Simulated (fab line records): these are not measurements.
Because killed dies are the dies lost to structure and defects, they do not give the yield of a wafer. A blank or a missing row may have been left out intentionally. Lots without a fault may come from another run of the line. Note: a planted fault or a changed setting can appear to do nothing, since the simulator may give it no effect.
2 desks looking at one fault	flow gf180mcu	each desk holds nothing but its own numbers, with what lay behind them at the end

TOOL OWNER'S DESK, implanter-01
For each lot that ran on this tool, the mean over its sampled wafers that have a number, from the tool's own readings at GF_PSD_IMPLANT_09. Marked OUT: a lot whose mean sits more than 4 standard deviations from the usual mean, which makes it out of limits; the brackets give that distance.
Columns: A = doseIonsCm2 at GF_PSD_IMPLANT_09, usual 1.4998e+15; B = faradayCurrentUA at GF_PSD_IMPLANT_09, usual 8250
lot	first seen here	A	B
L993	day 16 16:40	1.3829e+15 (-78) OUT	7661
L997	day 18 04:23	1.3835e+15 (-78) OUT	7829
L106	day 21 05:27	1.4996e+15	8437
L107	day 21 15:43	1.4989e+15	8307
L108	day 21 23:44	1.4995e+15	8196
L109	day 22 04:37	1.5016e+15	8285
This desk's finding: out of limits on L993, L997; first on L993, day 16 16:40 (doseIonsCm2 at GF_PSD_IMPLANT_09). L106, L107, L108, L109: within limits.

FROM THE METROLOGY DESK
What the gauges read, lot by lot, whatever tool the lot ran on: means of the sampled wafers that have a number. Marked OUT: a lot whose mean sits more than 4 standard deviations from the usual mean, which makes it out of limits; the brackets give that distance.
Columns: A = cdNm at GF_HV_LDD_CD_MEAS_46, usual 400.0 nm; B = PSD_OVL at GF_PSD_OVL_MEAS_08, usual 0.4 nm; C = PSD_RS at GF_PSD_RS_MEAS_15, usual 108.68 ohm/sq; D = cdNm at GF_CONTACT_CD_MEAS_14, usual 219.5 nm
lot	first seen here	A	B	C	D
L987	day 12 16:07	401.0	0.7	108.49	218.5
L988	day 12 21:08	399.1	0.6	108.55	220.8
L993	day 14 17:16	402.7	0.9	111.52 (+11) OUT	219.7
L997	day 16 03:10	403.0	2.4	111.81 (+12) OUT	221.6
L100	day 17 07:37	397.7	1.6	108.92	221.4
L101	day 17 18:07	400.3	2.0	108.77	218.7
L102	day 17 18:20	400.5	-1.0	108.89	222.4
L104	day 18 13:44	395.6	-1.1	108.31	220.7
L106	day 19 01:22	400.5	-0.4	108.73	220.5
L107	day 19 11:45	401.2	0.4	108.60	216.2
L108	day 19 20:55	401.4	1.0	108.71	218.6
L109	day 20 01:34	400.6	-0.2	108.57	218.6
This desk's result: L993, L997 out of limits, first on L993 (PSD_RS at GF_PSD_RS_MEAS_15), day 16 17:13. L987, L988, L100, L101, L102, L104, L106, L107, L108, L109: within limits.

BROUGHT TOGETHER
At day 16 16:40, on L993, L997, the tool owner's desk was in a position to raise an alarm.
Metrology desk: alarm possible at day 16 17:13 on L993, L997.
Every lot named ran GF_PSD_IMPLANT_09 on implanter-01.

WHAT HAD BEEN PUT IN BY THE SIMULATOR
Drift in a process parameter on implanter-01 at GF_PSD_IMPLANT_09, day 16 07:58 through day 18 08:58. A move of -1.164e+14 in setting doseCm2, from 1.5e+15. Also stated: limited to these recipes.
Shown lots that were struck: L993, L997.
Fault start to first reading out of limits, in hours, per desk: tool owner, 9; metrology, 9.
